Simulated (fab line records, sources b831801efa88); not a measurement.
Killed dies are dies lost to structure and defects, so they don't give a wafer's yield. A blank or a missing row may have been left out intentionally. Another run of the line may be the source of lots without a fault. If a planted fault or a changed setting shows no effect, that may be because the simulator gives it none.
The same fault as seen by 2 desks -- flow gf180mcu -- every desk sees just its own numbers, and what lay behind them comes last

AT THE TOOL OWNER'S DESK: wet_bench-04
The tool's own readings at GF_DUAL_GATE_WET_ETCH_12 (etches SiO2 in dHF, target depth 13 nm, time 260 s): means of the sampled wafers that have a number, for each lot that ran on this tool. If a lot's mean is further than 4 standard deviations from the usual mean, the lot is out of limits and carries the mark OUT (the distance appears in the brackets).
Columns: A = temp_c at GF_DUAL_GATE_WET_ETCH_12, usual 25.00 C
lot,first seen here,A
L402,day 8 14:58,24.98
L405,day 9 17:52,25.09
L406,day 9 18:28,25.02
L408,day 10 08:46,24.93
L409,day 10 12:19,25.05
L411,day 11 06:13,24.94
L412,day 11 14:01,25.06
L421,day 14 03:40,25.11
L422,day 14 07:31,25.20
Result from this desk: across the 9 lots, nothing is out of limits.

THE METROLOGY DESK
What the gauges read, lot by lot, whatever tool the lot ran on: means of the sampled wafers that have a number. If a lot's mean is further than 4 standard deviations from the usual mean, the lot is out of limits and carries the mark OUT (the distance appears in the brackets).
Columns: A = TOP_METAL_ALCU_THK at GF_TOP_METAL_THK_MEAS_06, usual 886 nm
lot,first seen here,A
L401,day 27 08:28,878
L402,day 27 16:11,882
L406,day 28 21:17,891
L405,day 29 01:52,889
L408,day 29 12:34,886
L409,day 29 18:21,871
L411,day 30 11:23,880
L412,day 30 19:13,884
L417,day 31 23:49,897
L421,day 33 00:51,879
L422,day 33 05:47,871
L423,day 33 17:45,892
L424,day 33 20:31,865
Result from this desk: across the 13 lots, nothing is out of limits.

BROUGHT TOGETHER
The desk of the tool owner found nothing out of limits.
The metrology desk saw nothing out of limits.

WHAT HAD BEEN PUT IN BY THE SIMULATOR
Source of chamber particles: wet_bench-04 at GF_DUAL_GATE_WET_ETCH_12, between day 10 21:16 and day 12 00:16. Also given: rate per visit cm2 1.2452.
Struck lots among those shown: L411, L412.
